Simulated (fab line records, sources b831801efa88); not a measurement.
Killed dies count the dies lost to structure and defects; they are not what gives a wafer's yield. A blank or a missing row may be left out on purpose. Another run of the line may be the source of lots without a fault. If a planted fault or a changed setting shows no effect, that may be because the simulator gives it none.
One fault through the eyes of 2 desks    flow sky130    numbers are kept per desk, each desk with only its own; the story behind them comes last

## METROLOGY DESK
What the gauges read, lot by lot, whatever tool the lot ran on: means of the sampled wafers that have a number. If a lot's mean is further than 4 standard deviations from the usual mean, the lot is out of limits and carries the mark OUT (the distance appears in the brackets).
Columns: A = LDD_P_TW at SKY_LDD_P_TW_MEAS_11, usual 631; B = LI_CONTACT_W_RS at SKY_LI_CONTACT_RS_MEAS_22, usual 0.2852 ohm/sq
lot   first seen here  A    B
L321  day 18 11:35     630  0.2868
L322  day 19 04:03     625  0.2835
L324  day 21 11:32     632  0.2876
L325  day 21 11:57     631  0.2834
L331  day 22 14:05     624  0.2863
L332  day 23 01:30     625  0.2864
L333  day 23 07:09     626  0.2808
L334  day 23 12:55     642  0.2862
L335  day 24 01:56     626  0.2817
L337  day 25 06:02     637  0.2858
L343  day 26 22:51     640  0.2830
Result from this desk: across the 11 lots, nothing is out of limits.

## AT THE TOOL OWNER'S DESK: rie_metal-03
The tool's own readings at SKY_METAL5_METAL_ETCH_15 (etches the open film in Cl2/BCl3, stops on SiO2, target depth 1260 nm, time 252 s): means of the sampled wafers that have a number, for each lot that ran on this tool. If a lot's mean is further than 4 standard deviations from the usual mean, the lot is out of limits and carries the mark OUT (the distance appears in the brackets).
Columns: A = chamber_pressure_mTorr at SKY_METAL5_METAL_ETCH_15, usual 10.000 mTorr; B = drypump_motor_current_A at SKY_METAL5_METAL_ETCH_15, usual 5.8 A; C = mfc_cl2_sccm at SKY_METAL5_METAL_ETCH_15, usual 60.02 sccm; D = oes_product_au at SKY_METAL5_METAL_ETCH_15, usual 0.893 a.u.; E = throttle_valve_pct at SKY_METAL5_METAL_ETCH_15, usual 22.265 %
lot   first seen here  A       B    C      D                 E
L321  day 43 09:04     9.999   6.3  60.04  0.890             22.271
L324  day 45 14:46     9.994   5.7  60.02  0.893             22.258
L325  day 45 17:31     9.999   6.3  59.90  0.891             22.267
L331  day 46 06:23     10.007  6.0  60.09  0.893             22.268
L332  day 46 13:41     10.007  6.3  59.94  0.892             22.271
L333  day 46 20:40     10.001  6.3  60.00  0.856 (-7.9) OUT  22.276
L335  day 47 08:14     9.998   6.0  60.00  0.826 (-14) OUT   22.265
L337  day 48 04:20     9.998   6.3  59.79  0.859 (-7.2) OUT  22.277
This desk's finding: out of limits on L333, L335, L337; first on L333, day 46 20:40 (oes_product_au at SKY_METAL5_METAL_ETCH_15). In limits: L321, L324, L325, L331, L332.

## BROUGHT TOGETHER
On L333, L335, L337, at day 46 20:40, an alarm was possible from the tool owner's desk.
Nothing out of limits was seen by the metrology desk.
The metrology desk holds a record of L333, L335, L337, inside its limits.
The lots listed all ran SKY_METAL5_METAL_ETCH_15 on rie_metal-03.

## WHAT HAD BEEN PUT IN BY THE SIMULATOR
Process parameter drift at SKY_METAL5_METAL_ETCH_15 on rie_metal-03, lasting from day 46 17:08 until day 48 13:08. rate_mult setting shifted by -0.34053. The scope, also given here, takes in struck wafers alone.
Shown lots that were struck: L333, L335, L337.
Hours from the fault's start to each desk's first reading out of limits: the tool owner's desk, 4.
